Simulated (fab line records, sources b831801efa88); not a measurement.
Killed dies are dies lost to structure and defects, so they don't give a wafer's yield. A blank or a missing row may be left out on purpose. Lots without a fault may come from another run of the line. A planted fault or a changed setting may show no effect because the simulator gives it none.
Which tool did it? | flow gf180mcu | 14 lots, 42 wafers sampled, at 4 steps of a route of 602

WHAT THE GAUGES READ, wafer by wafer
GF_MIM_RS_MEAS_10: measures by four-point-probe.
lot  | measured     | on            | MIM_ALCU_RS (ohm/sq)
L783 | day 24 12:08 | film_metro-04 | 0.1579 0.1585 0.1585
L785 | day 25 06:28 | film_metro-03 | 0.1602 0.1617 0.1627
L786 | day 25 15:27 | film_metro-03 | 0.1624 0.1631 0.1629
L787 | day 25 23:20 | film_metro-03 | 0.1595 0.1590 0.1615
L788 | day 26 09:32 | film_metro-03 | 0.1607 0.1608 0.1592
L792 | day 27 16:39 | film_metro-04 | 0.1577 0.1591 0.1578
L793 | day 28 03:34 | film_metro-03 | 0.1614 0.1604 0.1609
L795 | day 28 15:16 | film_metro-03 | 0.1613 0.1617 0.1612
L796 | day 28 18:50 | film_metro-04 | 0.1598 0.1586 0.1592
L798 | day 29 08:00 | film_metro-03 | 0.1613 0.1634 0.1617
L800 | day 29 23:41 | film_metro-04 | 0.1603 0.1612 0.1615
L803 | day 30 19:49 | film_metro-03 | 0.1610 0.1621 0.1626
L805 | day 31 06:44 | film_metro-03 | 0.1590 0.1610 0.1577
L806 | day 31 11:38 | film_metro-03 | 0.1602 0.1609 0.1607

GF_TOP_METAL_RS_MEAS_05: measures by four-point-probe.
lot  | measured     | on            | TOP_METAL_ALCU_RS (ohm/sq)
L783 | day 27 06:05 | film_metro-02 | 0.0341 0.0343 0.0344
L785 | day 28 00:56 | film_metro-04 | 0.0343 0.0343 0.0343
L786 | day 28 09:04 | film_metro-04 | 0.0341 0.0341 0.0340
L787 | day 28 15:40 | film_metro-04 | 0.0341 0.0339 0.0347
L788 | day 29 00:47 | film_metro-04 | 0.0340 0.0341 0.0336
L792 | day 30 06:59 | film_metro-02 | 0.0333 0.0339 0.0331
L793 | day 30 15:14 | film_metro-02 | 0.0343 0.0345 0.0345
L795 | day 31 03:34 | film_metro-02 | 0.0336 0.0340 0.0341
L796 | day 31 05:55 | film_metro-04 | 0.0334 0.0334 0.0334
L798 | day 31 18:43 | film_metro-04 | 0.0330 0.0330 0.0331
L800 | day 32 08:37 | film_metro-02 | 0.0339 0.0342 0.0338
L803 | day 33 02:45 | film_metro-04 | 0.0332 0.0335 0.0338
L805 | day 33 12:35 | film_metro-02 | 0.0346 0.0339 0.0343
L806 | day 33 16:57 | film_metro-02 | 0.0338 0.0338 0.0341

GF_TOP_METAL_THK_MEAS_06: measures by xrf.
lot  | measured     | on            | TOP_METAL_ALCU_THK (nm)
L783 | day 27 06:11 | film_metro-02 | 871 866 861
L785 | day 28 01:03 | film_metro-04 | 854 855 857
L786 | day 28 09:10 | film_metro-04 | 858 856 859
L787 | day 28 15:46 | film_metro-04 | 861 858 845
L788 | day 29 00:53 | film_metro-04 | 857 857 870
L792 | day 30 07:06 | film_metro-02 | 884 875 892
L793 | day 30 15:21 | film_metro-02 | 864 856 857
L795 | day 31 03:41 | film_metro-02 | 878 870 871
L796 | day 31 06:01 | film_metro-04 | 880 878 879
L798 | day 31 18:49 | film_metro-04 | 886 887 880
L800 | day 32 08:44 | film_metro-02 | 875 870 881
L803 | day 33 02:52 | film_metro-04 | 882 885 871
L805 | day 33 12:42 | film_metro-02 | 856 875 863
L806 | day 33 17:04 | film_metro-02 | 877 880 867

WHICH TOOL RAN EACH LOT (tool, then ch and the chambers of the sampled wafers, then the start)
lot  | GF_STI_CVD_03
L783 | lpcvd-01 ch 1, day 1 11:37
L785 | lpcvd-02 ch 0, day 1 22:26
L786 | lpcvd-02 ch 1, day 2 02:34
L787 | lpcvd-01 ch 1, day 2 07:34
L788 | lpcvd-01 ch 1, day 2 12:38
L792 | lpcvd-02 ch 1, day 3 08:34
L793 | lpcvd-02 ch 0, day 3 13:44
L795 | lpcvd-02 ch 1, day 3 23:34
L796 | lpcvd-01 ch 1, day 4 04:34
L798 | lpcvd-02 ch 1, day 4 14:43
L800 | lpcvd-01 ch 1, day 5 01:22
L803 | lpcvd-01 ch 0, day 5 16:19
L805 | lpcvd-01 ch 0, day 6 01:34
L806 | lpcvd-01 ch 1, day 6 06:34
- GF_STI_CVD_03: deposits Si3N4 from DCS/NH3, target thk 207.16 nm, time 3551 s.

WHAT THE TOOLS THEMSELVES READ (means of the sampled wafers that have a number; where no wafer has one, the mark that the record gives instead)
GF_STI_CVD_03.
lot  | tool     | spike_tc_centre_C (C) | spike_tc_upper_C (C) | zone_power_lower_pct (%)
L783 | lpcvd-01 | 770.3                 | 769.8                | 12.8
L785 | lpcvd-02 | 771.2                 | 771.2                | 14.0
L786 | lpcvd-02 | 770.7                 | 768.6                | 12.1
L787 | lpcvd-01 | 770.2                 | 769.9                | 12.9
L788 | lpcvd-01 | 771.2                 | 770.4                | 13.0
L792 | lpcvd-02 | 770.8                 | 768.6                | 12.0
L793 | lpcvd-02 | 770.7                 | 771.3                | 14.1
L795 | lpcvd-02 | 770.6                 | 767.8                | 12.2
L796 | lpcvd-01 | 770.8                 | 770.4                | 12.8
L798 | lpcvd-02 | 770.5                 | 768.1                | 12.1
L800 | lpcvd-01 | 771.6                 | 769.2                | 13.0
L803 | lpcvd-01 | 769.5                 | 770.3                | 12.5
L805 | lpcvd-01 | 769.4                 | 770.1                | 12.6
L806 | lpcvd-01 | 770.5                 | 770.0                | 13.0

THE ANSWER, worked out from the rows above alone
Rule: what is usual is taken from the lots themselves. Put in order of their means at a reading, lots are off if they are a third of the lots or fewer, leave a main group of 4 or more, and stand apart from it by a gap of 3 or more times the standard deviation of the main group's means; of several such gaps the widest counts. A main group whose means are all the same, to the digits that the tables above print for the reading, isn't used. A lot without any number at a reading at which 4 lots or more have one is off too. The other lots that the step has rows for count as sound. The gauges are gone through in route order, then the tools' own readings, and for those a lot's mean is taken as printed above. The first step at which some lot is off is used, and at that step the reading that is off furthest; a lot without a number counts as furthest.
No lot is off at any reading shown: from this, nothing can be told.

WHAT THE SIMULATOR HAD PUT IN
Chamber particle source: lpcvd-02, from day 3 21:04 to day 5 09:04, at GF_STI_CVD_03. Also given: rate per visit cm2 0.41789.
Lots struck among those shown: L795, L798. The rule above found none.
